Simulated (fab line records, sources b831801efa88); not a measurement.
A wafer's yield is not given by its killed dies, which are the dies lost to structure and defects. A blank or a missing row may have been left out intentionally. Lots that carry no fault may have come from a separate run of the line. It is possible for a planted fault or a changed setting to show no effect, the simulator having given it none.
A lot that was struck, set against a sound lot    flow sky130    38 out of 708 route steps
Sound: wafers L173.1, L173.2, L173.6. Wafers L174.2, L174.4, L174.6 were the ones struck. At the end, the cause is stated.
For every step that has rows: the tool of each side, followed by ch and its chambers, followed by its first start. Under that, the readings that differ: sound wafers    struck wafers    difference of the means    sigmas: that difference in standard deviations of wafers without a fault.
alike: readings whose means differ by less than 2 such deviations, and words and numbers that are the same on both sides. not compared: withheld readings, readings that some wafer has no value for, bounds like >300 that may hide the same value, and numbers for which the record gives no deviation and whose values overlap.
A row with sigmas, a row that says differs or no value, or rows on one side alone: a step with any of these is where the two part. Numbers that don't overlap but have no deviation are shown without sigmas and don't part them. A reading missing from all wafers of one side parts the sides only when that side holds two or more wafers.

first, 10 steps without rows for these wafers: SKY_GATE_OXIDE_COAT_05 (resist thk 1140 nm); SKY_GATE_OXIDE_SOFTBAKE_06 (time 60 s); SKY_GATE_OXIDE_EXPOSE_07 (exposes mask LVOM, target cd 600 nm); SKY_GATE_OXIDE_PEB_08; SKY_GATE_OXIDE_DEVELOP_09 (develop time 60 s); SKY_GATE_OXIDE_IMPLANT_11; SKY_GATE_OXIDE_WET_ETCH_12 (etches SiO2 in dHF, target depth 16.8 nm, time 336 s); SKY_GATE_OXIDE_STRIP_13 (strips in O2/N2); SKY_GATE_OXIDE_CLEAN_15 (cleans in SC1/SC2, time 150 s); SKY_GATE_OXIDE_OXIDATION_16 (stabilise 600 s, purge 300 s, target thk 3.57 nm).
SKY_POLY_GATE_CVD_00: deposits poly-Si, target thk 180 nm, time 720 s.
  sound on lpcvd-01 ch 0, day 15 16:00; struck on lpcvd-01 ch 0, day 15 20:10
reading                                        sound                 struck                difference  sigmas
spike-tc-bottom-C (C)                          646 646 647           625 623 625           -22         -6
spike-tc-centre-C (C)                          619.8 622.3 621.7     597.6 600.0 597.8     -22.8       -24
spike-tc-lower-C (C)                           617.6 619.3 619.4     596.2 596.6 595.9     -22.5       -23
spike-tc-top-C (C)                             635.7 637.0 636.3     615.3 614.5 616.2     -21.0       -12
spike-tc-upper-C (C)                           621.3 618.5 619.4     597.0 597.1 598.3     -22.3       -20
susceptor-temp-C (C)                           620.12 620.31 620.02  598.17 598.04 598.16  -22.03      -73
zone-power-bottom-pct (%)                      12.12 12.36 12.04     11.00 11.25 11.20     -1.02       -8
zone-power-centre-pct (%)                      11.06 10.99 10.79     10.33 10.27 10.07     -0.72       -6
zone-power-upper-pct (%)                       8.40 8.38 8.37        7.93 7.95 7.83        -0.48       -4
model.poly-Si_of_POLY_GATE_CVD_00.thk-nm (nm)  178.2 178.7 178.3     104.2 103.8 103.3     -74.6       
SKY_POLY_GATE_THK_MEAS_01:
  sound on film-metro-04, day 15 17:12; struck on film-metro-03, day 15 21:23
reading                    sound              struck             difference  sigmas
POLY_GATE_CVD_00_THK (nm)  178.2 178.7 178.3  104.2 103.8 103.3  -74.6       -41
then, 21 steps without rows for these wafers: SKY_RES_PROTECT_DEHYDRATE_00 (time 60 s); SKY_RES_PROTECT_HMDS_01 (prime time 60 s); SKY_RES_PROTECT_COAT_02 (resist thk 1140 nm); SKY_RES_PROTECT_SOFTBAKE_03 (time 60 s); SKY_RES_PROTECT_EXPOSE_04 (exposes mask RPM, target cd 1270 nm); SKY_RES_PROTECT_PEB_05; SKY_RES_PROTECT_DEVELOP_06 (develop time 60 s); SKY_POLY_GATE_IMPLANT_02; SKY_RES_PROTECT_STRIP_07 (strips in O2/N2); SKY_RES_PROTECT_CLEAN_09 (cleans in SC1/SC2, time 150 s); SKY_POLY_GATE_CVD_03 (deposits Si3N4 from DCS/NH3, target thk 75 nm, time 1290 s); SKY_POLY_GATE_DEHYDRATE_05 (time 60 s); SKY_POLY_GATE_HMDS_06 (prime time 60 s); SKY_POLY_GATE_COAT_07 (resist thk 110 nm); SKY_POLY_GATE_COAT_08 (resist thk 450 nm); SKY_POLY_GATE_SOFTBAKE_09 (time 90 s); SKY_POLY_GATE_EXPOSE_10 (exposes mask P1M, target cd 150 nm); SKY_POLY_GATE_PEB_11; SKY_POLY_GATE_DEVELOP_12 (develop time 60 s); SKY_POLY_GATE_ETCH_15 (etches BARC in N2/H2, stops on SiO2, time 118.5 s, target depth 110 nm); SKY_POLY_GATE_ETCH_16 (etches Si3N4 in CH3F/O2, stops on poly-Si, time 147.5 s, target depth 75 nm).
-- the record jumps here: 2 days lie between the struck wafers' starts before and after --
SKY_POLY_GATE_ETCH_17: etches poly-Si in HBr/Cl2, stops on SiO2, target depth 180 nm, time 70.5 s.
  sound on rie-si-01 ch 0,2,3, day 18 05:34; struck on rie-si-01 ch 0,1,3, day 18 08:56
reading                                sound              struck             difference  sigmas
oes-product-au (a.u.)                  0.978 0.989 0.983  0.688 0.686 0.684  -0.297      -39
model.etch.depth-nm (nm)               177.6 178.1 177.7  103.5 103.2 102.7  -74.7       
model.POLY_GATE.feature-depth-nm (nm)  177.6 178.1 177.7  103.5 103.2 102.7  -74.7       
  alike: chamber-pressure-mTorr, drypump-motor-current-A, throttle-valve-pct
  not compared: rf-hours-counter-h
then, 2 steps without rows for these wafers: SKY_POLY_GATE_STRIP_18 (strips in O2/N2); SKY_POLY_GATE_CLEAN_19 (cleans in SC1/SC2, time 150 s).
-- a jump in the record: the struck wafers' starts before and after are 8 days apart (it breaks off in module POLY_GATE and resumes in module POLY_CUT, where the first step shown is number 318 of the route) --
SKY_POLY_CUT_ETCH_11: etches Si3N4 in CF4/CH2F2/Ar, stops on poly-Si, time 42.5 s, target depth 60 nm.
  sound on rie-diel-03 ch 0,1,3, day 26 01:29; struck on rie-diel-04 ch 1,3, day 26 03:03
reading                                        sound            struck             difference  sigmas
model.poly-Si_of_POLY_GATE_CVD_00.thk-nm (nm)  177.5 178 177.6  103.4 103.1 102.6  -74.7       
  alike: chamber-pressure-mTorr, drypump-motor-current-A, oes-product-au, throttle-valve-pct
  not compared: rf-hours-counter-h
-- a jump in the record: the struck wafers' starts before and after are 21 days apart (it breaks off in module POLY_CUT and resumes in module PAD_OPEN, where the first step shown is number 708 of the route) --
SKY_PAD_OPEN_PROBE_99:
  sound on prober-02, day 47 01:34; struck on prober-01, day 47 04:29
  no value came back on the struck wafers for any of 8 readings (model.etest.pfet_01v8.r-on-ohm-um, model.etest.tip-p.rs-ohm-sq and others); on the sound wafers model.etest.pfet_01v8.r-on-ohm-um reads 2896 2937 2935
  alike: killed_at_M0_to_M3, killed_at_M4_up, killed-at-contacts, killed-at-front-end, killed-at-other, killed-dies, killed-open, killed-short

== WHERE THEY PART ==
Last at SKY_PAD_OPEN_PROBE_99 as far as this record goes, first at SKY_POLY_GATE_CVD_00.

WHY: whatever the simulator had introduced
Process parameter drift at SKY_POLY_GATE_CVD_00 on lpcvd-01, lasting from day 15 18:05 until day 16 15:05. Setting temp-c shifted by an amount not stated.
